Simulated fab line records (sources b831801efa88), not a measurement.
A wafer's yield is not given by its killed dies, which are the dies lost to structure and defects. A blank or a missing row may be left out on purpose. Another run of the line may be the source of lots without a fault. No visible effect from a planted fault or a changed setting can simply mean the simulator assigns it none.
Which of the tools did it? / flow gf180mcu / Sampling: 6 lots, 18 wafers, 5 of 602 route steps

== WHAT THE GAUGES SHOWED, per wafer ==
GF_M1_CD_MEAS_14 targets a cd of 230 nm.
lot=L741; measured=day 18 03:51; on=cdSem-01; cdNm (nm)=228.8 230.9 229.4
lot=L745; measured=day 19 04:05; on=cdSem-01; cdNm (nm)=231.5 230.7 231.7
lot=L750; measured=day 20 12:15; on=cdSem-01; cdNm (nm)=250.5 250.9 249.9
lot=L752; measured=day 21 09:04; on=cdSem-02; cdNm (nm)=245.6 246.2 244.9
lot=L755; measured=day 22 09:59; on=cdSem-02; cdNm (nm)=231.6 230.2 231.7
lot=L758; measured=day 23 16:20; on=cdSem-01; cdNm (nm)=229.4 228.6 228.6

== WHAT TOOL EACH LOT RAN ON (gives the tool, then ch and the chambers of the sampled wafers, and finally the start) ==
lot=L741; GF_CONTACT_ETCH_16=rieDiel-02 ch 1,2, day 17 03:17; GF_CONTACT_ETCH_17=rieDiel-02 ch 1,2, day 17 04:26 or earlier; GF_M1_SPUTTER_00=pvdSputter-02, day 17 04:26; GF_M1_EXPOSE_11=krfScanner-02 ch 0, day 17 16:35
lot=L745; GF_CONTACT_ETCH_16=rieDiel-02 ch 0,1, day 18 02:35; GF_CONTACT_ETCH_17=rieDiel-02 ch 0,1, day 18 03:49 or earlier; GF_M1_SPUTTER_00=pvdSputter-04, day 18 03:49; GF_M1_EXPOSE_11=krfScanner-02 ch 0, day 18 16:19
lot=L750; GF_CONTACT_ETCH_16=rieDiel-01 ch 1,2, day 19 11:06; GF_CONTACT_ETCH_17=rieDiel-01 ch 1,2, day 19 12:15 or earlier; GF_M1_SPUTTER_00=pvdSputter-04, day 19 12:15; GF_M1_EXPOSE_11=krfScanner-02 ch 0, day 20 00:22
lot=L752; GF_CONTACT_ETCH_16=rieDiel-02 ch 1,2,3, day 20 07:49; GF_CONTACT_ETCH_17=rieDiel-02 ch 1,2,3, day 20 08:58 or earlier; GF_M1_SPUTTER_00=pvdSputter-01, day 20 08:58; GF_M1_EXPOSE_11=krfScanner-02 ch 0, day 20 20:59
lot=L755; GF_CONTACT_ETCH_16=rieDiel-01 ch 0,1,3, day 21 09:26; GF_CONTACT_ETCH_17=rieDiel-01 ch 0,1,3, day 21 10:35 or earlier; GF_M1_SPUTTER_00=pvdSputter-01, day 21 10:35; GF_M1_EXPOSE_11=krfScanner-01 ch 0, day 21 22:38
lot=L758; GF_CONTACT_ETCH_16=rieDiel-02 ch 1,2, day 22 15:52; GF_CONTACT_ETCH_17=rieDiel-02 ch 1,2, day 22 17:05 or earlier; GF_M1_SPUTTER_00=pvdSputter-04, day 22 17:05; GF_M1_EXPOSE_11=krfScanner-01 ch 0, day 23 05:01
- GF_CONTACT_ETCH_16: etches BARC in N2/H2.
- GF_CONTACT_ETCH_17: etches SiO2 in C4F8/O2/Ar, stops on CoSi2, target depth 860 nm.
- GF_M1_SPUTTER_00: material Ti, target thk 37.5 nm, time 150 s.
- GF_M1_EXPOSE_11: exposes mask Metal1, target cd 230 nm.

== THE ANSWER, worked out from the rows above alone ==
Rule: the usual values come from the lots themselves. Put in order of their means at a reading, lots are off if they are a third of the lots or fewer, leave a main group of 4 or more, and stand apart from it by a gap of 3 or more times the standard deviation of the main group's means; of several such gaps the widest counts. The tables above print the reading to a certain number of digits; a main group whose means all agree to those digits is not used. A lot without any number at a reading at which 4 lots or more have one is off too. Any other lot the step has rows for is counted as sound.
Off: L750, L752 (GF_M1_CD_MEAS_14, cdNm). Mean 230.3 nm and standard deviation 1 in the main group.
A tool fits if, at a process step before that reading, it ran every lot that is off, and no sound lot after the first of them. The gauges at GF_M1_CD_MEAS_14 are tried like those tools. With no start given for some of its lots, GF_CONTACT_ETCH_17 uses the hours and lot order of GF_M1_SPUTTER_00. One candidate fits, namely krfScanner-02 at GF_M1_EXPOSE_11. Its last sound lot is L745 (day 18 16:19), its first lot that is off L750 (day 20 00:22): a fault that began between those two fits.

== WHAT THE SIMULATOR HAD INSERTED ==
Process parameter drift: krfScanner-02, from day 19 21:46 on, at GF_M1_EXPOSE_11. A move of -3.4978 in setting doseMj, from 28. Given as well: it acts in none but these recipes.
Struck lots among those shown: L750, L752. The rule above reached the same finding.
